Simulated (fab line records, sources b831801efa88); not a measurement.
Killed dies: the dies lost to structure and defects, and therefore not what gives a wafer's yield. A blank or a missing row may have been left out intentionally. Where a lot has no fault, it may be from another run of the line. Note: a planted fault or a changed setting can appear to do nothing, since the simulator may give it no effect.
fab line records | flow gf180mcu
record: lots: 7 wafers: 21 last_day: 34
route steps=602 shown MIM@518 M5@526
lots with no fault: from the same line, run without faults
start_h: hours from the record's first day to the start of the lot's first wafer shown | wait_h: hours elapsed since this lot's preceding step | " same as the row above | L1.1+2: a row that stands for several wafers | - value missing, or start not given | * or withheld: withheld | < > ~ a bound
route shown NAME@n: names a module that has steps shown in the file, with the first one's number in the route | usual: mean and standard deviation over wafers with no fault | same: alike in all rows | chamber/n: place in a boat | sites: the reading at each site | _std_site: standard deviation across them | _edge_site: mean of outer sites minus mean of inner sites | radius_mm: for every site, how far away it sits from the centre of the wafer | mask NAME#n: copy n | behind: the most recent tool/chamber to have shaped the wafer | hold: why the lot went on hold/how many hours it stayed there/how the hold came to an end | device: the transistor (n, p or np) that didn't switch | end of line: the route-end tests of the same wafers | a step without rows: its recipe alone | killed: at the first sort, the dies lost to defects and structure; wafer yield is something else | map: shows each die of a wafer: x if killed, . if not, _ if none is there
set.NAME: the setting that was run; set.NAME@STEP: the one run at that earlier step | model.NAME: the simulator's own value behind a step, which no gauge read
lots at some steps of the route; a table a step, a row a wafer
services: when a tool's chamber went out of use (start_h, in hours from the record's first day, below 0 if earlier), for how many hours, and the reason
== steps ==
step: GF_MIM_SOFTBAKE_15
recipe: temp_c: 90 time_s: 60 resist: NOVOLAK
step: GF_MIM_EXPOSE_16
recipe: mask_id: FuseTop target_cd_nm: 2000 na: 0.6 source_shape: conventional sigma_outer: 0.6 dose_mj: 140
step: GF_MIM_PEB_17
recipe: temp_c: withheld time_s: * resist: NOVOLAK
step: GF_MIM_DEVELOP_18
recipe: develop_time_s: 60 dev_temp_c: 23
step: GF_MIM_METAL_ETCH_19
recipe: chemistry: Cl2/BCl3 mask_material: NOVOLAK stop_on: Si3N4 target_depth_nm: 324.5 pressure_mtorr: 8 icp_w: 800 bias_w: 140 Cl2_flow_sccm: 80 bcl3_flow_sccm: 40 time_s: 54.1
usual: drypump_motor_current_A: 5.7/0.33 oes_product_au: 0.944/0.0066 throttle_valve_pct: 28.280/0.01
columns lot.wafer tool chamber start_h wait_h drypump_motor_current_A oes_product_au rf_hours_counter_h throttle_valve_pct
L180.4 rie_metal-02 1 660.23 0.1 5.4 0.945 - 28.282
L180.5 " 1 " " 5.5 0.947 - 28.262
L180.6 " 0 " " 5.4 0.940 - 28.286
L181.2 rie_metal-01 0 674.76 0.1 6.2 0.945 6 28.295
L181.3 " 0 " " 6.2 0.945 - 28.278
L181.4 " 1 " " 6.1 0.943 - 28.270
L185.2 rie_metal-02 1 687.08 0.1 5.5 0.941 - 28.279
L185.3 " 1 " " 5.4 0.950 - 28.273
L185.6 " 1 " " 5.4 0.939 - 28.297
L184.1 rie_metal-03 0 687.19 0.1 5.8 0.950 4 28.265
L184.4 " 0 " " 5.8 0.951 - 28.278
L184.6 " 1 " " 5.2 0.937 - 28.290
L188.1 rie_metal-03 0 701.59 0.1 5.8 0.944 5 28.281
L188.2 " 1 " " 5.3 0.930 6 28.287
L188.3 " 0 " " 5.8 0.955 - 28.281
L191.2 rie_metal-02 0 718.14 0.1 5.4 0.945 3 28.260
L191.3 " 0 " " 5.4 0.942 - 28.273
L191.4 " 1 " " 5.5 0.934 - 28.285
L194.1 rie_metal-03 0 737.79 0.1 5.8 0.945 6 28.279
L194.4 " 0 " " 5.8 0.938 - 28.292
L194.6 " 0 " " 5.8 0.936 - 28.289
step: GF_MIM_STRIP_20
recipe: chemistry: O2/N2 power_w: 1400 pressure_mtorr: 1500 platen_temp_c: 250 o2_flow_sccm: 3000 n2_flow_sccm: 300 overash_fraction: 0.5
usual: drypump_motor_current_A: 5.82/0.15 heater_power_w: 337/14 n2_flow_sccm: 299.8/0.92 oes_product_au: 0.692/0.0055 strip_time_to_endpoint_s: 11.23/0.051
columns lot.wafer tool chamber start_h wait_h drypump_motor_current_A heater_power_w n2_flow_sccm oes_product_au rf_hours_counter_h strip_time_to_endpoint_s
L180.4 plasma_asher-03 1 660.31 0.1 5.86 350 300.3 0.694 - 11.30
L180.5 " 0 " " 6.10 321 300.5 0.696 - 11.30
L180.6 " 1 " " 5.88 350 300.3 0.712 - 11.41
L181.2 plasma_asher-04 0 674.83 0.0 5.87 335 301.1 0.693 26 11.22
L181.3 " 1 " " 5.62 315 302.0 0.693 - 11.22
L181.4 " 0 " " 5.85 338 298.8 0.700 - 11.17
L185.2 plasma_asher-01 0 687.20 0.1 5.75 347 298.7 0.692 60 11.20
L185.3 " 0 " " 5.75 356 299.5 0.689 - 11.22
L185.6 " 1 " " 5.78 340 299.2 0.693 - 11.23
L184.1 plasma_asher-03 1 687.26 0.0 5.86 355 301.2 0.695 94 11.31
L184.4 " 1 " " 5.89 354 299.8 0.690 - 11.19
L184.6 " 0 " " 6.12 324 300.3 0.696 - 11.22
L188.1 plasma_asher-01 0 701.66 0.0 5.75 357 299.5 0.693 61 11.28
L188.2 " 1 " " 5.72 341 298.8 0.698 61 11.19
L188.3 " 0 " " 5.74 364 299.3 0.698 - 11.30
L191.2 plasma_asher-01 1 718.21 0.0 5.74 347 299.4 0.702 63 11.28
L191.3 " 0 " " 5.73 360 301.3 0.692 - 11.30
L191.4 " 1 " " 5.74 348 297.9 0.693 - 11.21
L194.1 plasma_asher-03 1 737.86 0.0 5.85 352 300.2 0.701 100 11.20
L194.4 " 1 " " 5.86 358 300.9 0.689 - 11.22
L194.6 " 0 " " 6.09 323 297.8 0.691 - 11.18
step: GF_MIM_STRIP_21
recipe: chemistry: post_etch_residue_remover time_s: 1200 temp_c: 72.5
step: GF_MIM_CLEAN_22
recipe: chemistry: DIW dry: n2_spin
step: GF_M5_DEHYDRATE_00
recipe: temp_c: 200 time_s: 60
step: GF_M5_HMDS_01
recipe: prime_time_s: 60 prime_temp_c: 120
step: GF_M5_COAT_02
recipe: resist: KrF spin_rpm: withheld resist_thk_nm: 1000
step: GF_M5_SOFTBAKE_03
recipe: temp_c: 130 time_s: 60 resist: KrF
step: GF_M5_EXPOSE_04
recipe: mask_id: Metal5 target_cd_nm: 280 na: 0.68 source_shape: conventional sigma_outer: 0.6 dose_mj: 28
usual: exposure_dose_mJ_cm2: 28.19/0.27 focus_offset_nm: -0.1/0.55
columns lot.wafer tool chamber start_h wait_h mask exposure_dose_mJ_cm2 focus_offset_nm
L180.4 krf_scanner-02 0 669.72 - Metal5#0 28.53 -0.7
L180.5 " 0 " " Metal5#0 28.57 -0.2
L180.6 " 0 " " Metal5#0 28.58 0.3
L181.2 krf_scanner-02 0 685.02 - Metal5#0 28.52 0.3
L181.3 " 0 " " Metal5#0 28.54 -0.6
L181.4 " 0 " " Metal5#0 28.61 0.0
L185.2 krf_scanner-02 - 697.50 - Metal5#0 - -
L185.3 " - " " Metal5#0 - -
L185.6 " - " " Metal5#0 - -
L184.1 krf_scanner-02 - 697.93 - Metal5#0 - -
L184.4 " - " " Metal5#0 - -
L184.6 " - " " Metal5#0 - -
L188.1 krf_scanner-01 - 711.25 - Metal5#0 - -
L188.2 " - " " Metal5#0 - -
L188.3 " - " " Metal5#0 - -
L191.2 krf_scanner-01 0 727.11 - Metal5#0 28.03 -0.3
L191.3 " 0 " " Metal5#0 28.00 -0.2
L191.4 " 0 " " Metal5#0 27.99 -0.7
L194.1 krf_scanner-02 0 746.80 - Metal5#0 28.55 -0.9
L194.4 " 0 " " Metal5#0 28.51 -1.0
L194.6 " 0 " " Metal5#0 28.55 -0.6
step: GF_M5_PEB_05
recipe: peb_temp_c: 135 peb_time_s: 90 resist: KrF
== services ==
columns tool chamber start_h hours kind
krf_scanner-02 - 639.22 6.0 repair
krf_scanner-01 - 646.52 0.8 pm
krf_scanner-02 - 654.11 0.7 repair
plasma_asher-01 - 657.66 2.2 repair
krf_scanner-01 - 674.34 4.0 pm
rie_metal-02 0 686.34 17.9 repair
rie_metal-01 - 689.65 0.5 repair
rie_metal-03 1 692.13 4.2 repair
krf_scanner-02 - 701.33 0.8 repair
rie_metal-03 1 717.38 5.5 repair
krf_scanner-02 - 744.72 0.8 pm
== key ==
first_sign: step: GF_M5_EXPOSE_04 reading: tool_record direction: missing
effect none on later readings
met_at GF_M5_EXPOSE_04
struck_wafers L184.1,L184.4,L184.6,L185.2,L185.3,L185.6,L188.1,L188.2,L188.3
later_rows_left_out L184.1,L184.4,L184.6,L185.2,L185.3,L185.6,L188.1,L188.2,L188.3
sort_left_out L184.1,L184.4,L184.6,L185.2,L185.3,L185.6,L188.1,L188.2,L188.3
onset_between 685.02 697.50
fault: kind: skipped_step_whole tool: krf_scanner-01,krf_scanner-02 chamber: - onset_h: 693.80 steps: GF_M5_EXPOSE_04 scope: struck_lots_only
sort_left_out: the simulated sort isn't trusted on such a fault, so these wafers' sort isn't shown, and their yield isn't known
later_rows_left_out: the simulator's readings of these wafers behind a module that went badly wrong aren't trusted and aren't shown, but for the sort
